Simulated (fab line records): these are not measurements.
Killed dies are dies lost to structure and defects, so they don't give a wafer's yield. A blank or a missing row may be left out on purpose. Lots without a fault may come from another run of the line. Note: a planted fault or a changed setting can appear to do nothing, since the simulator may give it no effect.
Which tool was responsible? / flow gf180mcu / Sampling: 11 lots, 33 wafers, 5 of 602 route steps

== WHAT THE GAUGES SHOWED, per wafer ==
GF_VT_IMPLANT_OVL_MEAS_18.
lot=L253; measured=day 6 18:55; on=overlay-02; VT_IMPLANT_01_OVL (nm)=-2.6 -0.7 0.9
lot=L254; measured=day 7 01:09; on=overlay-01; VT_IMPLANT_01_OVL (nm)=0.6 3.0 2.1
lot=L255; measured=day 7 08:37; on=overlay-01; VT_IMPLANT_01_OVL (nm)=2.4 3.8 2.1
lot=L256; measured=day 7 13:10; on=overlay-01; VT_IMPLANT_01_OVL (nm)=1.8 1.5 2.2
lot=L258; measured=day 8 02:49; on=overlay-02; VT_IMPLANT_01_OVL (nm)=1.9 0.9 1.5
lot=L259; measured=day 8 10:43; on=overlay-02; VT_IMPLANT_01_OVL (nm)=-1.9 0.0 0.3
lot=L260; measured=day 8 16:16; on=overlay-01; VT_IMPLANT_01_OVL (nm)=0.8 1.8 2.9
lot=L261; measured=day 8 22:47; on=overlay-01; VT_IMPLANT_01_OVL (nm)=1.4 0.7 -0.5
lot=L262; measured=day 9 02:31; on=overlay-01; VT_IMPLANT_01_OVL (nm)=2.3 0.6 3.9
lot=L263; measured=day 9 15:29; on=overlay-01; VT_IMPLANT_01_OVL (nm)=-0.1 1.3 0.9
lot=L264; measured=day 9 16:35; on=overlay-01; VT_IMPLANT_01_OVL (nm)=1.4 0.7 1.2

GF_PSD_RS_MEAS_14: measurement is done with a four-point probe.
lot=L253; measured=day 14 22:14; on=film-metro-03; NSD_RS (ohm/sq)=46.10 46.19 46.16
lot=L254; measured=day 15 08:37; on=film-metro-02; NSD_RS (ohm/sq)=45.92 45.94 45.97
lot=L255; measured=day 15 17:01; on=film-metro-03; NSD_RS (ohm/sq)=46.10 46.16 46.15
lot=L256; measured=day 16 02:13; on=film-metro-03; NSD_RS (ohm/sq)=46.17 46.00 46.17
lot=L258; measured=day 16 16:40; on=film-metro-04; NSD_RS (ohm/sq)=46.20 46.17 46.18
lot=L259; measured=day 17 03:32; on=film-metro-03; NSD_RS (ohm/sq)=46.14 46.09 46.17
lot=L260; measured=day 17 06:28; on=film-metro-03; NSD_RS (ohm/sq)=46.06 46.07 46.03
lot=L261; measured=day 17 18:57; on=film-metro-02; NSD_RS (ohm/sq)=46.06 45.97 46.04
lot=L262; measured=day 18 00:37; on=film-metro-04; NSD_RS (ohm/sq)=44.13 44.07 44.09
lot=L263; measured=day 18 20:44; on=film-metro-03; NSD_RS (ohm/sq)=43.96 44.20 44.08
lot=L264; measured=day 18 22:14; on=film-metro-03; NSD_RS (ohm/sq)=44.06 43.96 44.02

== TOOL THAT RAN EACH LOT (tool first, then ch and the chambers of the sampled wafers, then the start) ==
lot=L253; GF_MVSD_STRIP_10=plasma-asher-01 ch 0,1, day 4 22:41; GF_NSD_IMPLANT_09=implanter-02 ch 0, day 14 00:59; GF_NSD_STRIP_11=plasma-asher-04 ch 0,1, day 14 01:17
lot=L254; GF_MVSD_STRIP_10=plasma-asher-04 ch 0,1, day 5 04:26; GF_NSD_IMPLANT_09=implanter-02 ch 0, day 14 06:06; GF_NSD_STRIP_11=plasma-asher-01 ch 0,1, day 14 06:22
lot=L255; GF_MVSD_STRIP_10=plasma-asher-04 ch 0,1, day 5 11:08; GF_NSD_IMPLANT_09=implanter-04 ch 0, day 14 18:28; GF_NSD_STRIP_11=plasma-asher-03 ch 0,1, day 14 18:46
lot=L256; GF_MVSD_STRIP_10=plasma-asher-02 ch 0,1, day 5 14:43; GF_NSD_IMPLANT_09=implanter-01 ch 0, day 15 03:45; GF_NSD_STRIP_11=plasma-asher-03 ch 0,1, day 15 04:02
lot=L258; GF_MVSD_STRIP_10=plasma-asher-02 ch 0,1, day 6 03:40; GF_NSD_IMPLANT_09=implanter-04 ch 0, day 15 17:04; GF_NSD_STRIP_11=plasma-asher-03 ch 0,1, day 15 17:22
lot=L259; GF_MVSD_STRIP_10=plasma-asher-04 ch 0,1, day 6 10:43; GF_NSD_IMPLANT_09=implanter-01 ch 0, day 16 03:56; GF_NSD_STRIP_11=plasma-asher-01 ch 0, day 16 04:14
lot=L260; GF_MVSD_STRIP_10=plasma-asher-02 ch 0,1, day 6 16:37; GF_NSD_IMPLANT_09=implanter-04 ch 0, day 16 07:38; GF_NSD_STRIP_11=plasma-asher-03 ch 0,1, day 16 07:56
lot=L261; GF_MVSD_STRIP_10=plasma-asher-01 ch 0,1, day 6 21:53; GF_NSD_IMPLANT_09=implanter-04 ch 0, day 16 19:27; GF_NSD_STRIP_11=plasma-asher-04 ch 0,1, day 16 19:44
lot=L262; GF_MVSD_STRIP_10=plasma-asher-02 ch 0,1, day 7 01:51; GF_NSD_IMPLANT_09=implanter-04 ch 0, day 17 00:22; GF_NSD_STRIP_11=plasma-asher-04 ch 0,1, day 17 00:58
lot=L263; GF_MVSD_STRIP_10=plasma-asher-02 ch 0,1, day 7 13:13; GF_NSD_IMPLANT_09=implanter-02 ch 0, day 17 19:58; GF_NSD_STRIP_11=plasma-asher-03 ch 0,1, day 17 20:32
lot=L264; GF_MVSD_STRIP_10=plasma-asher-04 ch 0,1, day 7 14:13; GF_NSD_IMPLANT_09=implanter-02 ch 0, day 17 21:00; GF_NSD_STRIP_11=plasma-asher-01 ch 0,1, day 17 21:35
- GF_MVSD_STRIP_10: strips in O2/N2.
- GF_NSD_IMPLANT_09
- GF_NSD_STRIP_11: strips in O2/N2.

== AS READ BY THE TOOLS THEMSELVES (means over the sampled wafers that have a number; for cases with no such wafer, the mark the record gives instead) ==
GF_MVSD_STRIP_10.
lot=L253; tool=plasma-asher-01; drypump-motor-current-A (A)=5.6; heater-power-w (W)=322; oes-product-au (a.u.)=0.723; strip-time-to-endpoint-s (s)=37.04
lot=L254; tool=plasma-asher-04; drypump-motor-current-A (A)=5.2; heater-power-w (W)=297; oes-product-au (a.u.)=0.724; strip-time-to-endpoint-s (s)=37.04
lot=L255; tool=plasma-asher-04; drypump-motor-current-A (A)=5.2; heater-power-w (W)=297; oes-product-au (a.u.)=0.729; strip-time-to-endpoint-s (s)=36.82
lot=L256; tool=plasma-asher-02; drypump-motor-current-A (A)=6.0; heater-power-w (W)=330; oes-product-au (a.u.)=0.723; strip-time-to-endpoint-s (s)=36.93
lot=L258; tool=plasma-asher-02; drypump-motor-current-A (A)=5.9; heater-power-w (W)=331; oes-product-au (a.u.)=0.720; strip-time-to-endpoint-s (s)=37.04
lot=L259; tool=plasma-asher-04; drypump-motor-current-A (A)=5.2; heater-power-w (W)=298; oes-product-au (a.u.)=0.722; strip-time-to-endpoint-s (s)=37.02
lot=L260; tool=plasma-asher-02; drypump-motor-current-A (A)=5.9; heater-power-w (W)=324; oes-product-au (a.u.)=0.724; strip-time-to-endpoint-s (s)=37.00
lot=L261; tool=plasma-asher-01; drypump-motor-current-A (A)=5.5; heater-power-w (W)=324; oes-product-au (a.u.)=0.723; strip-time-to-endpoint-s (s)=37.00
lot=L262; tool=plasma-asher-02; drypump-motor-current-A (A)=5.9; heater-power-w (W)=336; oes-product-au (a.u.)=0.723; strip-time-to-endpoint-s (s)=36.76
lot=L263; tool=plasma-asher-02; drypump-motor-current-A (A)=5.9; heater-power-w (W)=324; oes-product-au (a.u.)=0.720; strip-time-to-endpoint-s (s)=37.00
lot=L264; tool=plasma-asher-04; drypump-motor-current-A (A)=5.3; heater-power-w (W)=297; oes-product-au (a.u.)=0.725; strip-time-to-endpoint-s (s)=36.96

GF_NSD_IMPLANT_09.
lot=L253; tool=implanter-02; tilt-deg (degrees)=6.995
lot=L254; tool=implanter-02; tilt-deg (degrees)=7.005
lot=L255; tool=implanter-04; tilt-deg (degrees)=7.022
lot=L256; tool=implanter-01; tilt-deg (degrees)=7.000
lot=L258; tool=implanter-04; tilt-deg (degrees)=6.991
lot=L259; tool=implanter-01; tilt-deg (degrees)=6.986
lot=L260; tool=implanter-04; tilt-deg (degrees)=7.014
lot=L261; tool=implanter-04; tilt-deg (degrees)=6.997
lot=L262; tool=implanter-04; tilt-deg (degrees)=7.003
lot=L263; tool=implanter-02; tilt-deg (degrees)=6.997
lot=L264; tool=implanter-02; tilt-deg (degrees)=7.005

GF_NSD_STRIP_11.
lot=L253; tool=plasma-asher-04; drypump-motor-current-A (A)=5.2; heater-power-w (W)=293; oes-product-au (a.u.)=0.487; strip-time-to-endpoint-s (s)=23.05
lot=L254; tool=plasma-asher-01; drypump-motor-current-A (A)=5.5; heater-power-w (W)=319; oes-product-au (a.u.)=0.485; strip-time-to-endpoint-s (s)=22.99
lot=L255; tool=plasma-asher-03; drypump-motor-current-A (A)=5.9; heater-power-w (W)=329; oes-product-au (a.u.)=0.482; strip-time-to-endpoint-s (s)=22.95
lot=L256; tool=plasma-asher-03; drypump-motor-current-A (A)=6.3; heater-power-w (W)=347; oes-product-au (a.u.)=0.482; strip-time-to-endpoint-s (s)=22.99
lot=L258; tool=plasma-asher-03; drypump-motor-current-A (A)=5.9; heater-power-w (W)=331; oes-product-au (a.u.)=0.486; strip-time-to-endpoint-s (s)=22.92
lot=L259; tool=plasma-asher-01; drypump-motor-current-A (A)=5.5; heater-power-w (W)=315; oes-product-au (a.u.)=0.491; strip-time-to-endpoint-s (s)=23.00
lot=L260; tool=plasma-asher-03; drypump-motor-current-A (A)=6.3; heater-power-w (W)=343; oes-product-au (a.u.)=0.487; strip-time-to-endpoint-s (s)=22.94
lot=L261; tool=plasma-asher-04; drypump-motor-current-A (A)=5.2; heater-power-w (W)=291; oes-product-au (a.u.)=0.484; strip-time-to-endpoint-s (s)=22.98
lot=L262; tool=plasma-asher-04; drypump-motor-current-A (A)=5.2; heater-power-w (W)=295; oes-product-au (a.u.)=0.476; strip-time-to-endpoint-s (s)=24.09
lot=L263; tool=plasma-asher-03; drypump-motor-current-A (A)=6.2; heater-power-w (W)=348; oes-product-au (a.u.)=0.474; strip-time-to-endpoint-s (s)=24.09
lot=L264; tool=plasma-asher-01; drypump-motor-current-A (A)=5.6; heater-power-w (W)=328; oes-product-au (a.u.)=0.473; strip-time-to-endpoint-s (s)=24.09

== THE ANSWER, worked out from the rows above alone ==
Rule: what is usual is taken from the lots themselves. The widest of any qualifying gaps counts: lots, ordered by their means at a reading, are off when they make up no more than a third of the lots, leave a main group of 4 or more, and stand apart from it by 3 or more times the standard deviation of that group's means. If all means in a main group match to the digits the tables above print for the reading, that group is not used. A lot without any number at a reading at which 4 lots or more have one is off too. Any other lot the step has rows for is counted as sound. After the gauges, taken in route order, come the tools' own readings; for these a lot's mean is taken, as printed above. At the first step where some lot is off, the reading lying furthest off is the one used; lots without a number count as furthest.
Off: at GF_PSD_RS_MEAS_14 (NSD_RS), L262, L263, L264. For the main group the mean is 46.09 ohm/sq and the standard deviation 0.074.
A tool fits if, at a process step before that reading, it ran every lot that is off, and no sound lot after the first of them. Not tried: the gauges at GF_PSD_RS_MEAS_14; whatever is off there is also off at GF_NSD_STRIP_11, on other tools, and gauge error can't account for it. Not one of the candidates tried fits.

== WHAT THE SIMULATOR PUT IN ==
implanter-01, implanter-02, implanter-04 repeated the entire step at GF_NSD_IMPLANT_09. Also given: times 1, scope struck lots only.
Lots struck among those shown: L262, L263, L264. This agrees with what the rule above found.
